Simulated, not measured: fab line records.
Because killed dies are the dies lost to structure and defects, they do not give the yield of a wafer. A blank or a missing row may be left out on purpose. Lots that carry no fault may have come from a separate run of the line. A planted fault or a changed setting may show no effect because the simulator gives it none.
A lot that was struck, set against a sound lot	flow sfqLine	14 out of 325 route steps
Sound: these wafers, L354.2, L354.4, L354.5. The struck wafers were L361.4, L361.5, L361.6. At the end, the cause is stated.
At each step with rows: each side's tool, then ch and its chambers, then its first start. Under that, the readings that differ: sound wafers	struck wafers	difference of the means	sigmas: that difference in standard deviations of wafers without a fault.
alike: readings whose means differ by less than 2 such deviations, and words and numbers that are the same on both sides. not compared: withheld readings, readings that some wafer has no value for, bounds like >300 that may hide the same value, and numbers for which the record gives no deviation and whose values overlap.
The two part at a step that has a row with sigmas, a row that says differs or no value, or rows on one side only. Numbers that have no deviation but don't overlap get no sigmas and don't part them. Lack of a reading on every wafer of one side parts them only where that side has two or more wafers.

SFQ_TRILAYER_M2_BARC_OPEN_METAL_ETCH_077: etches BARC in O2, target depth 125 nm, time 41.7 s.
  sound on rieMetal-02 ch 0,1, day 36 11:03; struck on rieMetal-03 ch 0,1, day 39 06:23
  alike: drypumpMotorCurrentA, oesProductAu, rfFwdPowerW
  not compared: rfHoursCounterH
SFQ_TRILAYER_M2_ETCH_METAL_ETCH_060: etches Nb in Cl2/Ar, stops on SiO2, target depth 240 nm, time 120 s.
  sound on rieMetal-02 ch 0,1, day 36 11:06; struck on rieMetal-03 ch 0,1, day 39 06:28
reading	sound	struck	difference	sigmas
rfFwdPowerW (W)	599.6 602.7 597.2	595.5 593.2 597.5	-4.4	-2
  alike: drypumpMotorCurrentA, oesProductAu
  not compared: rfHoursCounterH
SFQ_TRILAYER_M2_STRIP_STRIP_061: strips in O2.
  sound on rieMetal-02 ch 0,1, day 36 11:14; struck on rieMetal-03 ch 0,1, day 39 06:45
reading	sound	struck	difference	sigmas
oesProductAu (a.u.)	1.013 1.016 1.013	0.984 0.999 0.989	-0.023	-2
  alike: drypumpMotorCurrentA
  not compared: rfHoursCounterH
then, 1 step without rows for these wafers: SFQ_TRILAYER_M2_STRIP_SOLV_CLEAN_062 (cleans in NMP, time 600 s).
SFQ_TRILAYER_I2_DEP_PECVD_063: deposits SiO2 from SiH4/N2O, time 111.11 s, target thk 500 nm.
  sound on pecvd-01 ch 0,1, day 36 12:00; struck on pecvd-01 ch 0,1,2, day 39 07:23
  alike: heaterPowerW, rfFwdPowerW, throttleValvePct
then, 1 step without rows for these wafers: SFQ_TRILAYER_I2_CMP_CMP_064 (polishes SiO2).
SFQ_I2_BOW_MEAS_917:
  sound on filmMetro-04 at day 36 16:54; struck on filmMetro-04 at day 39 10:29
  alike: I2_BOW
SFQ_TRILAYER_I2_METRO_MEASURE_065:
  sound on filmMetro-04 at day 36 17:12; struck on filmMetro-04 at day 39 11:08
  alike: thkNm
then, 4 steps without rows for these wafers: SFQ_TRILAYER_I2_VIA_LITHO_COAT_072 (resist thk 62 nm); SFQ_TRILAYER_I2_VIA_LITHO_COAT_067 (resist thk 650 nm); SFQ_TRILAYER_I2_VIA_LITHO_SOFTBAKE_071; SFQ_TRILAYER_I2_VIA_LITHO_EXPOSE_068 (exposes mask I2, target cd 500 nm).
-- the record jumps here: 6 days lie between the struck wafers' starts before and after --
SFQ_TRILAYER_I2_VIA_LITHO_PEB_070: peb time 60 s.
  struck on lithoTrack-03, day 45 16:17; sound on lithoTrack-03 ch 0, day 42 14:55
  no value came back on the struck wafers for chillPlateTempC (C), exhaustPa (Pa), plateTempC (C); on the sound wafers chillPlateTempC (C) reads 23.05 23.05 22.97
then, 1 step without rows for these wafers: SFQ_TRILAYER_I2_VIA_LITHO_DEVELOP_069 (time 60 s).

== WHERE THEY PART ==
First at SFQ_TRILAYER_M2_ETCH_METAL_ETCH_060; last, within this record, at SFQ_TRILAYER_I2_VIA_LITHO_PEB_070.

WHY: whatever the simulator had introduced
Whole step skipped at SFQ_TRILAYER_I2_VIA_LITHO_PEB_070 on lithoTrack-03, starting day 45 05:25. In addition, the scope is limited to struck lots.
